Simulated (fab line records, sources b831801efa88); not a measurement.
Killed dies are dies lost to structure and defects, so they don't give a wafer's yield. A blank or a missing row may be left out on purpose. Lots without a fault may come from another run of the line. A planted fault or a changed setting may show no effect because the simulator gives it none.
Problem report in the 8D (eight disciplines) form, filled by code | flow gf180mcu | the parts of the form that need people (team, actions taken, sign-off) are left out

1. THE PROBLEM
tilt_deg at GF_HV_LDD_IMPLANT_21 reads a mean of 6.331 degrees on 6 wafers of 2 lots; wafers without a fault read 7.005 degrees with a standard deviation of 0.021. That is -32 standard deviations from the usual mean.
First seen on wafer L902.2, day 14 21:18, on implanter-02. The record holds 42 wafers of 14 lots with a number at this step. Rule for "out", or "out of limits": more than 4 standard deviations from the usual mean. The other wafers with a number count as sound.

2. WHAT IT IS AND WHAT IT IS NOT
question                    | is                     | is not
which readings at this step | tilt_deg               | faraday_current_uA
which lots                  | L902, L903             | L889, L890, L891, L893, L894, L895, L896, L897, L898, L899, L911, L912
which wafers of those lots  | all that have a number | -
read on which tools         | implanter-02           | implanter-01, implanter-03
when                        | from day 14 21:18      | up to then (30 sound wafers); but 6 sound wafers of L911, L912 came after

3. SUSPECTS, AND WHAT RULES EACH OUT
Counting: a tool at a process step up to the reading stays a suspect if it ran every lot that is out and no sound lot after the first of them.
- implanter-02 at GF_HV_LDD_IMPLANT_21: ruled out as a lasting fault. Sound lots L912 ran on it after its first lot that is out, L902 (day 14 21:18).
Left after counting: nothing in the record.

4. THE CAUSE (what the simulator had put in)
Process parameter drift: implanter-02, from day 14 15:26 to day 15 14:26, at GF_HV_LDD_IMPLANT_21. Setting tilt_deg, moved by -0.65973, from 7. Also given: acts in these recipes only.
Counting ruled it out, wrongly.

5. THE CHAIN OF EFFECTS, in route order
Each row: a reading whose mean over the struck wafers that have a number lies more than 3 standard deviations from the usual. Only readings for which the record gives a usual standard deviation are gone through. hours: the time from each lot's start at the first step in this table that gives one to its start at this step, as a median over the lots. sigmas: the change in usual standard deviations.
hours | step                 | reading  | usual         | on struck wafers | change | sigmas
0     | GF_HV_LDD_IMPLANT_21 | tilt_deg | 7.005 degrees | 6.331            | -0.674 | -32
The process steps in it:
- GF_HV_LDD_IMPLANT_21

6. WHAT WOULD HAVE CAUGHT IT SOONER
In this record the first reading out of limits was taken at day 14 21:18, 6 hours after the fault began at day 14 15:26.
